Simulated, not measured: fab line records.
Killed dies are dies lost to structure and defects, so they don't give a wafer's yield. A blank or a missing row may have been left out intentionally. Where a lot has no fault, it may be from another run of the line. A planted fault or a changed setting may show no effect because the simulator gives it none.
fab line records ; flow gf180mcu
record: lots: 11; wafers: 33; last-day: 34
route steps=602 shown V2@392 V3@430
lots untouched by any fault: they come from a run of this same line in which no faults occurred
start-h: the number of hours between the record's first day and the start of the first shown wafer of the lot ; wait-h: hours since the lot's step before ; " repeats the value in the row above ; L1.1+2: one row covering several wafers at once ; - no value, or no start given ; * or withheld: withheld ; < > ~ a bound
route shown NAME@n: NAME is a module with steps in the file, n the number in the route of the first one ; usual: mean and standard deviation over wafers with no fault ; same: alike in all rows ; chamber/n: place in a boat ; sites: readings site by site ; _std_site: standard deviation across them ; _edge_site: mean of outer sites minus mean of inner sites ; radius-mm: how far each site lies from the wafer's centre ; mask NAME#n: copy n ; behind: the last tool/chamber to shape the wafer ; hold: why the lot went on hold/how many hours it stayed there/how the hold came to an end ; device: names the non-switching transistor (n, p or np) ; end of line: the same wafers' tests at the end of the route ; a step given without rows: its recipe and nothing more ; killed: the dies lost at the first sort to structure and to defects; this is not the yield of the wafer ; map: a wafer's dies, marking killed ones x, the rest . and places with no die _
set.NAME: the setting the step ran with; set.NAME@STEP: the setting that earlier step ran with ; model.NAME: the simulator's own value behind a step, which no gauge read
one table for each step of the route and one row for each wafer, over a sample of lots
services: when a tool's chamber went out of use (start-h, in hours from the record's first day, below 0 if earlier), for how many hours, and the reason
== steps ==
step: GF_V2_SOFTBAKE_10
recipe: temp-c: 130; time-s: 62.81; resist: KrF
usual: plate-sensor-t-centre-C: 131.01/0.0099; plate-sensor-t-edge-C: 131.21/0.01; softbake-temp-c: 129.97/0.13
same: time-s: 62.81
lot.wafer;tool;chamber;start-h;wait-h;plate-sensor-t-centre-C;plate-sensor-t-edge-C;softbake-temp-c
L221.3;litho-track-01;0;-;-;131.01;131.21;130.06
L221.4;litho-track-01;0;-;-;131.02;131.21;129.92
L221.5;litho-track-01;0;-;-;131;131.2;130.08
L222.3;litho-track-01;0;-;-;131;131.22;129.99
L222.4;litho-track-01;0;-;-;131.03;131.21;130.07
L222.5;litho-track-01;0;-;-;131.02;131.21;129.94
L223.2;litho-track-04;0;-;-;131;131.2;129.87
L223.4;litho-track-04;0;-;-;131;131.2;130.15
L223.5;litho-track-04;0;-;-;131;131.2;129.87
L224.2;litho-track-03;0;-;-;131.02;131.22;130.05
L224.3;litho-track-03;0;-;-;131.02;131.21;129.85
L224.5;litho-track-03;0;-;-;131.01;131.21;129.81
L232.1;litho-track-04;0;-;-;131.01;131.22;130.09
L232.2;litho-track-04;0;-;-;131.01;131.21;129.98
L232.5;litho-track-04;0;-;-;131.01;131.21;129.95
L233.2;litho-track-01;0;-;-;131.02;131.2;129.83
L233.5;litho-track-01;0;-;-;131.01;131.22;129.99
L233.6;litho-track-01;0;-;-;131.02;131.22;129.88
L235.2;litho-track-03;0;-;-;131.02;131.22;129.79
L235.4;litho-track-03;0;-;-;131.03;131.2;129.88
L235.5;litho-track-03;0;-;-;131.02;131.21;130.01
L239.2;litho-track-04;0;-;-;131.01;131.22;129.95
L239.4;litho-track-04;0;-;-;131.01;131.2;129.87
L239.6;litho-track-04;0;-;-;131.02;131.19;130.09
L240.1;litho-track-01;0;-;-;131;131.21;129.95
L240.2;litho-track-01;0;-;-;131.02;131.2;130.28
L240.6;litho-track-01;0;-;-;131.02;131.23;130.20
L242.2;litho-track-03;0;-;-;131.03;131.19;130.00
L242.3;litho-track-03;0;-;-;131.01;131.21;129.92
L242.4;litho-track-03;0;-;-;131.01;131.2;129.95
L244.1;litho-track-04;0;-;-;131.02;131.22;130.03
L244.2;litho-track-04;0;-;-;131.01;131.21;129.80
L244.3;litho-track-04;0;-;-;131.02;131.2;129.95
step: GF_V3_THK_MEAS_01
recipe: reads: SiO2_of_V3_CVD_00
usual: V3_CVD_00_THK: 599/7.4
lot.wafer;tool;chamber;start-h;wait-h;V3_CVD_00_THK[nm]
L221.3;film-metro-01;-;488.98;0.1;601
L221.4;film-metro-01;-;488.98;0.1;603
L221.5;film-metro-01;-;488.98;0.1;600
L222.3;film-metro-01;-;511.29;0.1;594
L222.4;film-metro-01;-;511.29;0.1;597
L222.5;film-metro-01;-;511.29;0.1;608
L223.2;film-metro-04;-;518.51;0.0;604
L223.4;film-metro-04;-;518.51;0.0;610
L223.5;film-metro-04;-;518.51;0.0;607
L224.2;film-metro-02;-;526.70;0.1;605
L224.3;film-metro-02;-;526.70;0.1;606
L224.5;film-metro-02;-;526.70;0.1;604
L232.1;film-metro-02;-;590.87;0.0;613
L232.2;film-metro-02;-;590.87;0.0;595
L232.5;film-metro-02;-;590.87;0.0;612
L233.2;film-metro-02;-;595.97;0.0;600
L233.5;film-metro-02;-;595.97;0.0;596
L233.6;film-metro-02;-;595.97;0.0;613
L235.2;film-metro-04;-;614.82;0.0;596
L235.4;film-metro-04;-;614.82;0.0;594
L235.5;film-metro-04;-;614.82;0.0;600
L239.2;film-metro-01;-;639.94;0.0;610
L239.4;film-metro-01;-;639.94;0.0;605
L239.6;film-metro-01;-;639.94;0.0;613
L240.1;film-metro-02;-;648.35;0.0;596
L240.2;film-metro-02;-;648.35;0.0;604
L240.6;film-metro-02;-;648.35;0.0;592
L242.2;film-metro-02;-;664.96;0.0;611
L242.3;film-metro-02;-;664.96;0.0;591
L242.4;film-metro-02;-;664.96;0.0;605
L244.1;film-metro-02;-;675.00;0.0;592
L244.2;film-metro-02;-;675.00;0.0;593
L244.3;film-metro-02;-;675.00;0.0;604
step: GF_V3_EXPOSE_11
recipe: mask-id: Via3; target-cd-nm: 260; na: 0.68; source-shape: conventional; sigma-outer: 0.6; dose-mj: 38
usual: exposure-dose-mJ-cm2: 37.95/0.041
lot.wafer;tool;chamber;start-h;wait-h;mask;exposure-dose-mJ-cm2
L221.3;krf-scanner-01;0;501.78;-;Via3#0;38.01
L221.4;krf-scanner-01;0;501.78;-;Via3#0;37.97
L221.5;krf-scanner-01;0;501.78;-;Via3#0;37.99
L222.3;krf-scanner-01;0;523.65;-;Via3#0;37.96
L222.4;krf-scanner-01;0;523.65;-;Via3#0;37.96
L222.5;krf-scanner-01;0;523.65;-;Via3#0;37.91
L223.2;krf-scanner-01;0;530.33;-;Via3#0;37.89
L223.4;krf-scanner-01;0;530.33;-;Via3#0;37.95
L223.5;krf-scanner-01;0;530.33;-;Via3#0;37.94
L224.2;krf-scanner-02;0;538.82;-;Via3#0;37.98
L224.3;krf-scanner-02;0;538.82;-;Via3#0;37.94
L224.5;krf-scanner-02;0;538.82;-;Via3#0;37.97
L232.1;krf-scanner-01;0;602.19;-;Via3#0;37.37
L232.2;krf-scanner-01;0;602.19;-;Via3#0;37.32
L232.5;krf-scanner-01;0;602.19;-;Via3#0;37.39
L233.2;krf-scanner-01;0;607.55;-;Via3#0;37.31
L233.5;krf-scanner-01;0;607.55;-;Via3#0;37.31
L233.6;krf-scanner-01;0;607.55;-;Via3#0;37.37
L235.2;krf-scanner-02;0;625.87;-;Via3#0;37.98
L235.4;krf-scanner-02;0;625.87;-;Via3#0;38.02
L235.5;krf-scanner-02;0;625.87;-;Via3#0;37.96
L239.2;krf-scanner-02;0;650.92;-;Via3#0;37.97
L239.4;krf-scanner-02;0;650.92;-;Via3#0;37.95
L239.6;krf-scanner-02;0;650.92;-;Via3#0;37.97
L240.1;krf-scanner-02;0;658.56;-;Via3#0;37.89
L240.2;krf-scanner-02;0;658.56;-;Via3#0;37.90
L240.6;krf-scanner-02;0;658.56;-;Via3#0;37.96
L242.2;krf-scanner-02;0;675.66;-;Via3#0;37.99
L242.3;krf-scanner-02;0;675.66;-;Via3#0;37.97
L242.4;krf-scanner-02;0;675.66;-;Via3#0;37.95
L244.1;krf-scanner-02;0;685.05;-;Via3#0;37.97
L244.2;krf-scanner-02;0;685.05;-;Via3#0;37.99
L244.3;krf-scanner-02;0;685.05;-;Via3#0;37.98
step: GF_V3_CD_MEAS_14
recipe: target-cd-nm: 260
usual: cd-nm: 259.9/1.1
lot.wafer;tool;chamber;start-h;wait-h;cd-nm
L221.3;cd-sem-02;-;513.12;0.1;256.8
L221.4;cd-sem-02;-;513.12;0.1;258.9
L221.5;cd-sem-02;-;513.12;0.1;259.8
L222.3;cd-sem-02;-;535.30;0.1;258.6
L222.4;cd-sem-02;-;535.30;0.1;260.1
L222.5;cd-sem-02;-;535.30;0.1;259.4
L223.2;cd-sem-02;-;541.84;0.1;258.1
L223.4;cd-sem-02;-;541.84;0.1;259.7
L223.5;cd-sem-02;-;541.84;0.1;258.8
L224.2;cd-sem-01;-;550.25;0.1;260.7
L224.3;cd-sem-01;-;550.25;0.1;260.5
L224.5;cd-sem-01;-;550.25;0.1;259.4
L232.1;cd-sem-02;-;612.56;0.1;256.4
L232.2;cd-sem-02;-;612.56;0.1;255.0
L232.5;cd-sem-02;-;612.56;0.1;255.9
L233.2;cd-sem-01;-;617.75;0.1;258.9
L233.5;cd-sem-01;-;617.75;0.1;257.6
L233.6;cd-sem-01;-;617.75;0.1;256.5
L235.2;cd-sem-02;-;636.01;0.1;262.0
L235.4;cd-sem-02;-;636.01;0.1;260.0
L235.5;cd-sem-02;-;636.01;0.1;260.5
L239.2;cd-sem-02;-;659.98;0.1;259.0
L239.4;cd-sem-02;-;659.98;0.1;259.6
L239.6;cd-sem-02;-;659.98;0.1;259.2
L240.1;cd-sem-01;-;668.11;0.1;259.6
L240.2;cd-sem-01;-;668.11;0.1;260.3
L240.6;cd-sem-01;-;668.11;0.1;259.9
L242.2;cd-sem-02;-;684.93;0.1;260.1
L242.3;cd-sem-02;-;684.93;0.1;260.7
L242.4;cd-sem-02;-;684.93;0.1;259.7
L244.1;cd-sem-01;-;694.31;0.1;259.4
L244.2;cd-sem-01;-;694.31;0.1;258.9
L244.3;cd-sem-01;-;694.31;0.1;260.0
step: GF_V3_RS_MEAS_24
recipe: thk-meas-gauge: four-point-probe; reads: W_of_V3_CVD_23+TiN_of_V3_SPUTTER_22+Ti_of_V3_SPUTTER_21
usual: V3_W_RS: 0.332/0.0045
lot.wafer;tool;chamber;start-h;wait-h;V3_W_RS[ohm/sq]
L221.3;film-metro-02;-;514.18;0.1;0.326
L221.4;film-metro-02;-;514.18;0.1;0.325
L221.5;film-metro-02;-;514.18;0.1;0.328
L222.3;film-metro-02;-;536.33;0.1;0.331
L222.4;film-metro-02;-;536.33;0.1;0.337
L222.5;film-metro-02;-;536.33;0.1;0.327
L223.2;film-metro-01;-;542.87;0.1;0.332
L223.4;film-metro-01;-;542.87;0.1;0.328
L223.5;film-metro-01;-;542.87;0.1;0.333
L224.2;film-metro-02;-;551.31;0.1;0.333
L224.3;film-metro-02;-;551.31;0.1;0.334
L224.5;film-metro-02;-;551.31;0.1;0.334
L232.1;film-metro-02;-;613.68;0.1;0.333
L232.2;film-metro-02;-;613.68;0.1;0.328
L232.5;film-metro-02;-;613.68;0.1;0.332
L233.2;film-metro-02;-;618.78;0.1;0.339
L233.5;film-metro-02;-;618.78;0.1;0.335
L233.6;film-metro-02;-;618.78;0.1;0.333
L235.2;film-metro-04;-;637.05;0.1;0.329
L235.4;film-metro-04;-;637.05;0.1;0.332
L235.5;film-metro-04;-;637.05;0.1;0.330
L239.2;film-metro-04;-;661.04;0.1;0.334
L239.4;film-metro-04;-;661.04;0.1;0.345
L239.6;film-metro-04;-;661.04;0.1;0.343
L240.1;film-metro-01;-;669.18;0.1;0.337
L240.2;film-metro-01;-;669.18;0.1;0.330
L240.6;film-metro-01;-;669.18;0.1;0.334
L242.2;film-metro-04;-;686.00;0.1;0.337
L242.3;film-metro-04;-;686.00;0.1;0.331
L242.4;film-metro-04;-;686.00;0.1;0.338
L244.1;film-metro-04;-;695.35;0.1;0.327
L244.2;film-metro-04;-;695.35;0.1;0.334
L244.3;film-metro-04;-;695.35;0.1;0.336
== services ==
tool;chamber;start-h;hours;kind
litho-track-01;-;427.27;-;consumable-replace:filter
krf-scanner-01;-;438.52;0.8;repair
krf-scanner-01;-;441.02;0.4;repair
krf-scanner-02;-;478.16;1.0;pm
krf-scanner-02;-;479.16;1.3;pm
krf-scanner-02;-;480.99;0.8;repair
krf-scanner-02;-;485.44;0.3;repair
krf-scanner-02;-;506.61;4.0;pm
krf-scanner-01;-;515.37;4.0;pm
krf-scanner-01;-;529.09;1.0;pm
krf-scanner-01;-;531.15;1.3;pm
krf-scanner-01;-;535.93;0.8;pm
krf-scanner-02;0;545.77;-;calibration
krf-scanner-01;-;552.45;1.6;repair
krf-scanner-02;-;582.31;0.8;pm
krf-scanner-01;0;594.58;-;calibration
krf-scanner-02;-;594.70;0.2;repair
krf-scanner-02;-;599.36;0.6;repair
krf-scanner-02;-;647.16;1.0;pm
krf-scanner-02;-;652.66;1.7;repair
krf-scanner-02;-;653.47;2.5;repair
krf-scanner-02;-;655.94;1.3;pm
== key ==
first-sign: step: GF_V3_EXPOSE_11; reading: exposure-dose-mJ-cm2; direction: down; sigmas: 15; usual: 37.95; struck: 37.35
effect: step: GF_V3_CD_MEAS_14; reading: cd-nm; direction: down; sigmas: 2.9; usual: 259.9; struck: 256.7
met-at GF_V3_EXPOSE_11
struck-lots L232,L233
not-acting-at GF_V2_SOFTBAKE_10,GF_V3_THK_MEAS_01,GF_V3_RS_MEAS_24
onset-between 530.33 602.19
fault: kind: process-parameter-drift; tool: krf-scanner-01; chamber: -; onset-h: 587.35; steps: GF_V3_EXPOSE_11; channel: dose-mj; offset: -0.61149; shape: step; acts-in: these-recipes-only; stated: 38
